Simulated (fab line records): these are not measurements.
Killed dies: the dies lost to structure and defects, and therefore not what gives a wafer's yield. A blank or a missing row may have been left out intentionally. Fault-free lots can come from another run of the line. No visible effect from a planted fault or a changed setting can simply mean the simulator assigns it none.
Problem report in the 8D (eight disciplines) form, filled by code    flow sky130    the parts of the form that need people (team, actions taken, sign-off) are left out

1. THE ISSUE
Wafers without a fault read 0.981 a.u., standard deviation 0.0074; oes product au at SKY_VIA1_ETCH_15 reads a mean of 0.830 a.u. on 3 wafers belonging to 3 lots. Measured from the usual mean, that is -20 standard deviations.
The step: etches SiO2 in C4F8/O2/Ar, stops on TiN, target depth 351 nm, time 54 s.
Seen first at day 37 21:36 on rie diel-01, wafer L317.3. Wafers with a number at this step in the record: 33, from 11 lots. The rule behind "out" and "out of limits": a value lying over 4 standard deviations away from the usual mean. The rest of the wafers with a number are treated as sound.

2. WHAT THIS IS AND IS NOT
question                     is                                     is not
which readings at this step  oes product au                         -
which lots                   L317, L318, L319                       L308, L309, L310, L312, L321, L322, L326, L329
which wafers of those lots   L317.3, L318.6, L319.6                 L317.1, L317.5, L318.1, L318.2, L319.2, L319.5
read on which tools          rie diel-01, rie diel-02, rie diel-04  -
when                         from day 37 21:36                      up to then (14 sound wafers); but 16 sound wafers of L318, L319, L321, L322, L326, L329 came after

3. THE SUSPECTS, EACH WITH WHAT RULES IT OUT
Counting: any tool at a process step up to the reading remains a suspect provided it ran every lot that is out. Sound lots after the first of them don't rule it out here, since some wafers of a struck lot are sound.
- rie metal-03 at SKY_METAL1_DESCUM_17 (chemistry O2, time 8 s): kept. It ran every lot that is out, first L317 (day 36 17:45); its last sound lot up to then is L308 (day 33 10:37).
- cmp-01 at SKY_VIA1_CMP_02 (polishes SiO2): kept. It ran every lot that is out, first L317 (day 36 18:47); its last sound lot up to then is L312 (day 35 21:28).
After counting, rie metal-03 at SKY_METAL1_DESCUM_17 and cmp-01 at SKY_VIA1_CMP_02 remain.

4. THE CAUSE (what the simulator had put in)
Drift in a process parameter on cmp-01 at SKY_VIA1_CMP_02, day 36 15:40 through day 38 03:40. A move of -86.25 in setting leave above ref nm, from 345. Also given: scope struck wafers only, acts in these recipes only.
This tool is one of the 2 suspects left after counting.

5. SEQUENCE OF EFFECTS, ordered by route
Rows list readings where the struck wafers' mean (over those with a number) sits beyond 3 standard deviations from the usual. Only readings for which the record gives a usual standard deviation are gone through. hours: the time from each lot's start at the first step in this table that gives one to its start at this step, as a median over the lots. sigmas: the change in usual standard deviations.
hours  step              reading         usual       on struck wafers  change  sigmas
0      SKY_VIA1_ETCH_15  oes product au  0.981 a.u.  0.830             -0.151  -20
The process steps in it:
- SKY_VIA1_ETCH_15: etches SiO2 in C4F8/O2/Ar, stops on TiN, target depth 351 nm, time 54 s.

6. HOW IT WOULD HAVE BEEN CAUGHT EARLIER
In this record the first reading out of limits was taken at day 37 21:36, 30 hours after the fault began at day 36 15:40.
Tool readings at SKY_VIA1_CMP_02 with a usual standard deviation given in the record: none out on any struck wafer, hence no alarm at a limit of 4 standard deviations on them.
The start of SKY_VIA1_CMP_02 on cmp-01 came by day 37 21:36 for every one of the lots that are out (3). None of them would have been spared by holding the tool at that moment.
